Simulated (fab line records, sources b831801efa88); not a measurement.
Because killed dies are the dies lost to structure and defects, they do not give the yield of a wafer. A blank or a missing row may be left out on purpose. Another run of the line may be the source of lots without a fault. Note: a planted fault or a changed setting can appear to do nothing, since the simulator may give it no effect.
fab line records	flow sky130
[record] lots = 15	wafers = 45	last-day = 50
route steps=708 shown FIELD_ISO@15 DNWELL@39 LDD_HVP@287
lots that met no fault: from a run of the same line without faults
start-h: hours from the record's first day to the start of the lot's first wafer shown	wait-h: hours since the lot's step before	" unchanged from the row above	L1.1+2: one row covering several wafers at once	- no value, or no start was given	* or withheld: withheld	< > ~ a bound
route shown NAME@n: names a module that has steps shown in the file, with the first one's number in the route	usual: average and standard deviation across the fault-free wafers	same: alike in all rows	chamber/n: place in a boat	sites: each site's reading	_std_site: standard deviation across them	_edge_site: inner sites' mean taken away from outer sites' mean	radius-mm: for every site, how far away it sits from the centre of the wafer	mask NAME#n: copy n	behind: the most recent tool/chamber to have shaped the wafer	hold: cause of the lot's hold/its duration in hours/its outcome	device: the n, p or np transistor that did not switch	end of line: the route-end tests of the same wafers	step lacking rows: just its recipe	killed: the dies lost at the first sort to structure and to defects; this is not the yield of the wafer	map: shows each die of a wafer: x if killed, . if not, _ if none is there
set.NAME: setting as actually run; set.NAME@STEP: the setting as run at that earlier step	model.NAME: the simulator's own value behind a step, which no gauge read
a sample of lots followed through the steps of the route, with each step as a table and each wafer as a row
services: when a tool's chamber went out of use (start-h, in hours from the record's first day, below 0 if earlier), for how many hours, and the reason
[[steps]]
[step SKY_FIELD_ISO_ETCH_14]
[recipe] chemistry = N2/H2	target = BARC	ion-energy-ev = 200	source-w = 500	bias-w = 100	pressure-mtorr = 30	n2-flow-sccm = 100	h2-flow-sccm = 200	stop-on = SiO2	time-s = 45.9	target-depth-a = 600
[usual] drypump-motor-current-A = 5.6/0.57	h2-flow-sccm = 200.1/0.61	oes-product-au = 0.855/0.0047	throttle-valve-pct = 13.225/0.0092
lot.wafer	tool	chamber	start-h	wait-h	drypump-motor-current-A	h2-flow-sccm	oes-product-au	rf-hours-counter-h	throttle-valve-pct
L452.2	rie-diel-03	1	34.09	0.1	4.8	200.8	0.859	0	13.229
L452.3	"	2	"	"	6.3	200.0	0.861	1	13.235
L452.4	"	3	"	"	5.9	200.7	0.859	6	13.230
L453.1	rie-diel-03	3	39.46	0.1	6.0	200.3	0.851	6	13.238
L453.4	"	2	"	"	6.3	199.4	0.860	1	13.233
L453.5	"	0	"	"	6.0	200.6	0.847	-	13.207
L454.1	rie-diel-01	0	47.94	0.1	6.5	200.8	0.858	134	13.234
L454.4	"	2	"	"	5.5	201.4	0.844	1	13.241
L454.6	"	1	"	"	6.3	199.8	0.857	-	13.223
L455.1	rie-diel-01	2	50.84	0.1	5.5	199.7	0.861	1	13.214
L455.3	"	1	"	"	6.2	200.8	0.850	143	13.219
L455.6	"	2	"	"	5.5	199.0	0.859	-	13.235
L457.3	rie-diel-03	2	59.56	0.1	6.4	200.0	0.854	1	13.221
L457.5	"	1	"	"	4.8	200.9	0.852	-	13.226
L457.6	"	0	"	"	6.0	199.6	0.849	-	13.226
L458.2	rie-diel-03	2	66.33	0.1	6.3	199.9	0.853	1	13.230
L458.5	"	2	"	"	6.3	199.9	0.851	-	13.229
L458.6	"	3	"	"	5.9	199.5	0.848	-	13.227
L459.1	rie-diel-01	0	70.06	0.1	6.5	200.4	0.851	135	13.230
L459.2	"	1	"	"	6.3	200.1	0.859	143	13.243
L459.3	"	2	"	"	5.5	199.3	0.852	1	13.228
L461.1	rie-diel-04	0	81.24	0.1	5.4	200.4	0.852	30	13.216
L461.2	"	2	"	"	5.5	200.5	0.854	39	13.232
L461.3	"	3	"	"	5.0	201.6	0.856	84	13.229
L462.1	rie-diel-04	0	87.99	0.1	5.4	200.5	0.862	30	13.215
L462.3	"	2	"	"	5.5	200.8	0.858	39	13.227
L462.4	"	3	"	"	5.0	199.5	0.854	84	13.221
L463.1	rie-diel-01	1	91.51	0.1	6.2	201.2	0.852	144	13.221
L463.3	"	3	"	"	4.8	200.2	0.864	35	13.221
L463.6	"	3	"	"	4.8	200.7	0.855	-	13.222
L464.2	rie-diel-04	3	98.66	0.1	5.0	198.7	0.855	84	13.233
L464.4	"	2	"	"	5.5	199.4	0.858	40	13.217
L464.6	"	1	"	"	5.6	200.7	0.858	-	13.224
L469.1	rie-diel-03	2	121.89	0.1	6.4	199.9	0.861	3	13.233
L469.4	"	3	"	"	6.0	201.3	0.863	8	13.242
L469.5	"	2	"	"	6.4	199.4	0.861	-	13.235
L471.3	rie-diel-03	2	135.19	0.1	6.3	200.2	0.849	3	13.214
L471.4	"	3	"	"	6.0	198.8	0.860	8	13.233
L471.6	"	1	"	"	4.8	200.3	0.853	-	13.216
L472.1	rie-diel-03	2	138.54	0.1	6.4	200.4	0.857	3	13.239
L472.5	"	3	"	"	6.0	200.7	0.861	-	13.223
L472.6	"	0	"	"	6.0	199.0	0.854	-	13.224
L473.2	rie-diel-04	2	146.61	0.1	5.5	200.3	0.856	40	13.221
L473.3	"	3	"	"	5.0	199.4	0.855	85	13.232
L473.5	"	3	"	"	5.0	199.8	0.854	-	13.230
[step SKY_FIELD_ISO_THK_MEAS_23]
[recipe] reads = SiO2_of_FIELD_ISO_OXIDATION_22
[usual] FIELD_ISO_OXIDATION_01_THK = 10.08/0.19
lot.wafer	tool	chamber	start-h	wait-h	FIELD_ISO_OXIDATION_01_THK[nm]
L452.2	film-metro-03	-	36.71	0.0	9.98
L452.3	"	-	"	"	10.08
L452.4	"	-	"	"	10.23
L453.1	film-metro-01	-	41.19	0.0	10.48
L453.4	"	-	"	"	10.46
L453.5	"	-	"	"	10.40
L454.1	film-metro-01	-	49.67	0.0	9.91
L454.4	"	-	"	"	9.90
L454.6	"	-	"	"	9.71
L455.1	film-metro-03	-	52.80	0.0	10.21
L455.3	"	-	"	"	10.14
L455.6	"	-	"	"	10.36
L457.3	film-metro-04	-	61.32	0.0	10.54
L457.5	"	-	"	"	10.47
L457.6	"	-	"	"	10.29
L458.2	film-metro-01	-	68.56	0.0	10.04
L458.5	"	-	"	"	10.01
L458.6	"	-	"	"	9.93
L459.1	film-metro-03	-	73.01	0.0	10.10
L459.2	"	-	"	"	9.98
L459.3	"	-	"	"	10.07
L461.1	film-metro-03	-	83.05	0.0	10.36
L461.2	"	-	"	"	10.21
L461.3	"	-	"	"	10.27
L462.1	film-metro-01	-	89.72	0.0	10.34
L462.3	"	-	"	"	10.23
L462.4	"	-	"	"	10.12
L463.1	film-metro-01	-	94.12	0.0	9.92
L463.3	"	-	"	"	10.10
L463.6	"	-	"	"	10.01
L464.2	film-metro-03	-	100.42	0.0	10.04
L464.4	"	-	"	"	10.05
L464.6	"	-	"	"	9.99
L469.1	film-metro-01	-	123.81	0.0	10.14
L469.4	"	-	"	"	10.26
L469.5	"	-	"	"	10.23
L471.3	film-metro-03	-	137.14	0.0	10.07
L471.4	"	-	"	"	10.02
L471.6	"	-	"	"	10.02
L472.1	film-metro-01	-	140.72	0.0	9.74
L472.5	"	-	"	"	9.94
L472.6	"	-	"	"	9.95
L473.2	film-metro-01	-	148.42	0.0	10.26
L473.3	"	-	"	"	10.31
L473.5	"	-	"	"	10.33
[step SKY_DNWELL_EXPOSE_04]
[recipe] mask-id = DNM	na = 0.57	target-cd-nm = 3000	dose-mj = 222
[usual] exposure-dose-mJ-cm2 = 221.99/0.2	focus-offset-nm = 0.0/0.46	na = 0.57/0	stage-vel-mm-s = 500.01/0.24
lot.wafer	tool	chamber	start-h	wait-h	mask	exposure-dose-mJ-cm2	focus-offset-nm	na	stage-vel-mm-s
L452.2	iline-stepper-01	0	50.56	-	DNM#0	222.11	-0.1	0.57	499.86
L452.3	"	0	"	"	DNM#0	222.01	0.2	0.57	499.87
L452.4	"	0	"	"	DNM#0	221.97	-0.3	0.57	499.94
L453.1	iline-stepper-01	0	54.99	-	DNM#0	221.87	0.5	0.57	500.03
L453.4	"	0	"	"	DNM#0	221.88	0.1	0.57	500.05
L453.5	"	0	"	"	DNM#0	221.69	0.8	0.57	499.80
L454.1	iline-stepper-01	0	62.49	-	DNM#0	221.92	0.4	0.57	500.15
L454.4	"	0	"	"	DNM#0	222.23	0.2	0.57	500.13
L454.6	"	0	"	"	DNM#0	222.14	0.2	0.57	500.16
L455.1	iline-stepper-02	0	66.94	-	DNM#0	221.57	0.3	0.57	499.45
L455.3	"	0	"	"	DNM#0	222.15	0.4	0.57	499.46
L455.6	"	0	"	"	DNM#0	221.75	-0.2	0.57	500.05
L457.3	iline-stepper-01	0	74.23	-	DNM#0	222.24	-0.1	0.57	500.13
L457.5	"	0	"	"	DNM#0	221.89	-0.4	0.57	500.46
L457.6	"	0	"	"	DNM#0	222.18	-0.2	0.57	500.42
L458.2	iline-stepper-01	0	83.51	-	DNM#0	222.16	-0.3	0.57	499.55
L458.5	"	0	"	"	DNM#0	222.12	0.1	0.57	499.69
L458.6	"	0	"	"	DNM#0	222.34	-0.5	0.57	499.58
L459.1	iline-stepper-01	0	86.47	-	DNM#0	221.70	1.0	0.57	499.72
L459.2	"	0	"	"	DNM#0	222.04	0.8	0.57	500.11
L459.3	"	0	"	"	DNM#0	221.80	0.5	0.57	500.29
L461.1	iline-stepper-01	-	96.84	-	DNM#0	-	-	-	-
L461.2	"	-	"	"	DNM#0	-	-	-	-
L461.3	"	-	"	"	DNM#0	-	-	-	-
L462.1	iline-stepper-01	-	103.59	-	DNM#0	-	-	-	-
L462.3	"	-	"	"	DNM#0	-	-	-	-
L462.4	"	-	"	"	DNM#0	-	-	-	-
L463.1	iline-stepper-02	-	109.17	-	DNM#0	-	-	-	-
L463.3	"	-	"	"	DNM#0	-	-	-	-
L463.6	"	-	"	"	DNM#0	-	-	-	-
L464.2	iline-stepper-01	0	115.91	-	DNM#0	221.97	-1.0	0.57	500.19
L464.4	"	0	"	"	DNM#0	221.88	-0.3	0.57	499.83
L464.6	"	0	"	"	DNM#0	221.77	0.4	0.57	500.16
L469.1	iline-stepper-02	0	139.12	-	DNM#0	222.23	-0.6	0.57	500.00
L469.4	"	0	"	"	DNM#0	221.92	0.4	0.57	500.29
L469.5	"	0	"	"	DNM#0	221.96	0.0	0.57	500.28
L471.3	iline-stepper-02	0	151.78	-	DNM#0	222.01	-0.1	0.57	500.17
L471.4	"	0	"	"	DNM#0	221.90	-0.6	0.57	500.23
L471.6	"	0	"	"	DNM#0	221.73	0.0	0.57	500.40
L472.1	iline-stepper-02	0	155.42	-	DNM#0	222.28	-0.7	0.57	499.94
L472.5	"	0	"	"	DNM#0	222.10	-1.0	0.57	500.08
L472.6	"	0	"	"	DNM#0	222.27	-0.8	0.57	500.10
L473.2	iline-stepper-01	0	163.76	-	DNM#0	222.02	-0.3	0.57	499.95
L473.3	"	0	"	"	DNM#0	222.16	0.3	0.57	499.88
L473.5	"	0	"	"	DNM#0	222.07	0.2	0.57	500.04
[step SKY_DNWELL_TW_MEAS_09]
[usual] DNWELL_TW = 1103/9.8
lot.wafer	tool	chamber	start-h	wait-h	DNWELL_TW
L452.2	film-metro-01	-	58.55	0.1	1102
L452.3	"	-	"	"	1097
L452.4	"	-	"	"	1096
L453.1	film-metro-04	-	63.09	0.1	1110
L453.4	"	-	"	"	1111
L453.5	"	-	"	"	1115
L454.1	film-metro-02	-	71.27	0.1	1087
L454.4	"	-	"	"	1086
L454.6	"	-	"	"	1090
L455.1	film-metro-04	-	75.02	0.1	1125
L455.3	"	-	"	"	1124
L455.6	"	-	"	"	1116
L457.3	film-metro-04	-	83.14	0.1	1121
L457.5	"	-	"	"	1116
L457.6	"	-	"	"	1115
L458.2	film-metro-02	-	92.23	0.1	1092
L458.5	"	-	"	"	1097
L458.6	"	-	"	"	1101
L459.1	film-metro-02	-	95.02	0.1	1094
L459.2	"	-	"	"	1090
L459.3	"	-	"	"	1099
L461.1	film-metro-01	-	106.09	0.1	30
L461.2	"	-	"	"	30
L461.3	"	-	"	"	30
L462.1	film-metro-01	-	112.52	0.1	30
L462.3	"	-	"	"	30
L462.4	"	-	"	"	30
L463.1	film-metro-01	-	118.47	0.1	30
L463.3	"	-	"	"	30
L463.6	"	-	"	"	30
L464.2	film-metro-01	-	125.42	0.2	1100
L464.4	"	-	"	"	1102
L464.6	"	-	"	"	1099
L469.1	film-metro-02	-	148.39	0.1	1098
L469.4	"	-	"	"	1095
L469.5	"	-	"	"	1101
L471.3	film-metro-02	-	161.69	0.1	1094
L471.4	"	-	"	"	1092
L471.6	"	-	"	"	1093
L472.1	film-metro-02	-	166.12	0.1	1093
L472.5	"	-	"	"	1095
L472.6	"	-	"	"	1090
L473.2	film-metro-01	-	173.53	0.1	1101
L473.3	"	-	"	"	1102
L473.5	"	-	"	"	1104
[step SKY_LDD_HVP_STRIP_09]
[recipe] chemistry = O2/N2	power-w = 1400	pressure-mtorr = 1500	platen-temp-c = withheld	o2-flow-sccm = 3000	n2-flow-sccm = 300	overash-fraction = 0.5
[usual] drypump-motor-current-A = 5.8/0.46	o2-flow-sccm = 2999/8.5	oes-product-au = 0.409/0.0045	strip-time-to-endpoint-s = 4.133/0.014
lot.wafer	tool	chamber	start-h	wait-h	drypump-motor-current-A	o2-flow-sccm	oes-product-au	rf-hours-counter-h	strip-time-to-endpoint-s
L452.2	plasma-asher-02	0	503.65	0.1	6.5	2985	0.409	63	4.118
L452.3	"	1	"	"	5.9	3002	0.410	-	4.127
L452.4	"	0	"	"	6.4	2993	0.414	-	4.155
L453.1	plasma-asher-02	0	516.70	0.1	6.4	2993	0.407	65	4.115
L453.4	"	1	"	"	5.9	2986	0.397	-	4.112
L453.5	"	0	"	"	6.4	3008	0.409	-	4.112
L454.1	plasma-asher-01	0	538.85	0.1	5.1	2998	0.409	40	4.114
L454.4	"	1	"	"	5.9	3003	0.408	-	4.131
L454.6	"	0	"	"	5.1	3007	0.413	-	4.133
L455.1	plasma-asher-02	0	548.40	0.1	6.4	2997	0.410	68	4.149
L455.3	"	0	"	"	6.4	2989	0.415	-	4.142
L455.6	"	0	"	"	6.4	2982	0.414	-	4.131
L457.3	plasma-asher-02	1	549.04	0.1	5.9	2996	0.410	-	4.146
L457.5	"	0	"	"	6.4	2999	0.417	-	4.113
L457.6	"	1	"	"	5.9	2992	0.411	-	4.134
L458.2	plasma-asher-02	1	580.55	0.1	5.9	2995	0.402	72	4.138
L458.5	"	0	"	"	6.4	2998	0.406	-	4.108
L458.6	"	1	"	"	5.9	3012	0.407	-	4.098
L459.1	plasma-asher-01	1	590.60	0.1	5.9	2999	0.411	42	4.119
L459.2	"	0	"	"	5.1	3008	0.404	42	4.108
L459.3	"	1	"	"	5.9	3008	0.408	-	4.101
L461.1	plasma-asher-03	1	598.60	0.1	5.4	2993	0.411	17	4.138
L461.2	"	0	"	"	5.4	3021	0.407	17	4.140
L461.3	"	1	"	"	5.4	2995	0.409	-	4.123
L462.1	plasma-asher-01	0	608.40	0.1	5.1	2990	0.417	44	4.169
L462.3	"	1	"	"	5.9	3007	0.414	-	4.155
L462.4	"	0	"	"	5.0	2998	0.406	-	4.138
L463.1	plasma-asher-03	0	618.17	0.1	5.4	3015	0.407	19	4.141
L463.3	"	1	"	"	5.4	3002	0.399	-	4.125
L463.6	"	0	"	"	5.4	3003	0.412	-	4.134
L464.2	plasma-asher-02	1	627.55	0.1	5.9	2994	0.408	76	4.131
L464.4	"	0	"	"	6.5	2995	0.410	-	4.137
L464.6	"	1	"	"	5.9	2995	0.413	-	4.119
L469.1	plasma-asher-01	0	652.25	0.1	5.1	2981	0.408	48	4.131
L469.4	"	1	"	"	5.9	2991	0.415	-	4.148
L469.5	"	1	"	"	5.9	2988	0.405	-	4.135
L471.3	plasma-asher-01	0	668.06	0.1	5.1	3001	0.406	-	4.122
L471.4	"	1	"	"	5.9	2996	0.412	-	4.153
L471.6	"	1	"	"	5.9	2994	0.404	-	4.133
L472.1	plasma-asher-02	1	675.25	0.1	5.9	3001	0.402	81	4.138
L472.5	"	1	"	"	5.9	3006	0.404	-	4.116
L472.6	"	0	"	"	6.4	3009	0.409	-	4.130
L473.2	plasma-asher-03	0	686.87	0.1	5.4	3005	0.410	26	4.168
L473.3	"	0	"	"	5.4	3002	0.408	-	4.144
L473.5	"	0	"	"	5.4	2993	0.415	-	4.147
[[services]]
tool	chamber	start-h	hours	kind
iline-stepper-02	-	15.66	1.5	repair
plasma-asher-01	-	21.28	1.8	repair
plasma-asher-02	-	35.18	2.1	repair
plasma-asher-01	-	100.75	3.1	repair
iline-stepper-01	-	107.63	2.1	pm
plasma-asher-01	-	108.36	2.7	repair
plasma-asher-02	-	109.33	1.5	repair
plasma-asher-02	-	122.32	58.8	repair
rie-diel-03	3	151.91	1.4	repair
iline-stepper-01	-	183.31	1.7	pm
iline-stepper-01	-	205.17	4.4	pm
iline-stepper-01	-	232.05	1.8	repair
rie-diel-03	2	238.19	21.4	repair
rie-diel-03	1	242.28	11.6	repair
iline-stepper-01	-	333.84	1.2	repair
iline-stepper-01	-	404.33	1.7	pm
rie-diel-03	0	445.46	9.3	repair
plasma-asher-02	-	477.91	0.9	repair
plasma-asher-02	-	560.32	1.0	repair
rie-diel-03	-	593.11	2.8	pm
plasma-asher-02	-	610.15	0.9	repair
iline-stepper-01	-	619.67	1.7	pm
iline-stepper-01	-	622.93	1.3	repair
rie-diel-03	1	634.90	7.0	repair
[[key]]
[first-sign] step = SKY_DNWELL_EXPOSE_04	reading = tool-record	direction = missing
[effect] step = SKY_DNWELL_TW_MEAS_09	reading = DNWELL_TW	direction = down	sigmas = 99+	usual = 1103	struck = 30
met-at SKY_DNWELL_EXPOSE_04
struck-lots L461,L462,L463
sort-left-out L461.1,L461.2,L461.3,L462.1,L462.3,L462.4,L463.1,L463.3,L463.6
tester-left-out L461,L462,L463
not-acting-at SKY_FIELD_ISO_ETCH_14,SKY_FIELD_ISO_THK_MEAS_23,SKY_LDD_HVP_STRIP_09
onset-between 86.47 96.84
[fault] kind = skipped-step-whole	tool = iline-stepper-01,iline-stepper-02	chamber = -	onset-h = 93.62	steps = SKY_DNWELL_EXPOSE_04	scope = struck-lots-only
// tester-left-out: of these lots the tester's yield and bins aren't shown, on N5 and GAA mostly nor the transistor test; their killed dies are dies lost to structure and defects alone, not to doping, threshold or leakage, so they don't give the yield
// sort-left-out: the simulated sort isn't trusted on such a fault, so these wafers' sort isn't shown, and their yield isn't known
